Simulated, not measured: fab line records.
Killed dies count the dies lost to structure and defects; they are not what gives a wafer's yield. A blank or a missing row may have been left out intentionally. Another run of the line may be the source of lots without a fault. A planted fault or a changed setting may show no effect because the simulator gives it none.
Which tool was responsible?    flow gf180mcu    6 lots with 18 wafers sampled at 4 steps, on a route of 602 steps

== WHAT THE GAUGES SHOWED, per wafer ==
GF_V5_THK_MEAS_01.
lot   measured      on            V5_CVD_00_THK (nm)
L312  day 26 21:22  filmMetro-03  300.6 299.6 299.7
L314  day 27 22:04  filmMetro-01  301.1 299.1 299.2
L318  day 28 23:37  filmMetro-01  295.7 296.9 298.2
L320  day 29 22:13  filmMetro-03  298.7 298.2 296.4
L323  day 30 11:26  filmMetro-03  303.2 304.5 303.3
L325  day 31 00:36  filmMetro-04  302.7 299.5 299.5

== EACH LOT AND THE TOOL THAT RAN IT (in order: tool; ch and the chambers of the sampled wafers; start) ==
lot   GF_HV_LDD_CLEAN_51              GF_V4_STRIP_18                       GF_MIM_SPUTTER_01
L312  wetBench-02 ch 2, day 12 22:00  plasmaAsher-03 ch 0,1, day 25 00:35  pvdSputter-04, day 25 01:55
L314  wetBench-02 ch 0, day 14 00:41  plasmaAsher-03 ch 0,1, day 26 02:59  pvdSputter-03, day 26 04:18
L318  wetBench-02 ch 1, day 15 04:08  plasmaAsher-02 ch 0,1, day 27 05:45  pvdSputter-04, day 27 07:05
L320  wetBench-01 ch 1, day 16 01:29  plasmaAsher-02 ch 0,1, day 28 04:43  pvdSputter-02, day 28 06:02
L323  wetBench-04 ch 2, day 16 23:32  plasmaAsher-04 ch 0,1, day 28 19:45  pvdSputter-02, day 28 21:05
L325  wetBench-01 ch 0, day 17 13:41  plasmaAsher-03 ch 0,1, day 29 08:10  pvdSputter-03, day 29 09:29
- GF_HV_LDD_CLEAN_51: cleans in SC1/SC2, time 150 s.
- GF_V4_STRIP_18: strips in O2/N2.
- GF_MIM_SPUTTER_01: material TiN, target thk 30 nm, time 25 s.

== THE ANSWER, worked out from the rows above alone ==
Rule: usual is defined by the lots themselves. Put in order of their means at a reading, lots are off if they are a third of the lots or fewer, leave a main group of 4 or more, and stand apart from it by a gap of 3 or more times the standard deviation of the main group's means; of several such gaps the widest counts. Not used: any main group whose means are identical at the precision the tables above print for the reading. Also off: a lot with no number at a reading for which 4 or more lots have one. All remaining lots with rows at the step are treated as sound.
No lot is off at any reading shown: from this, nothing can be told.

== WHAT HAD BEEN PUT IN BY THE SIMULATOR ==
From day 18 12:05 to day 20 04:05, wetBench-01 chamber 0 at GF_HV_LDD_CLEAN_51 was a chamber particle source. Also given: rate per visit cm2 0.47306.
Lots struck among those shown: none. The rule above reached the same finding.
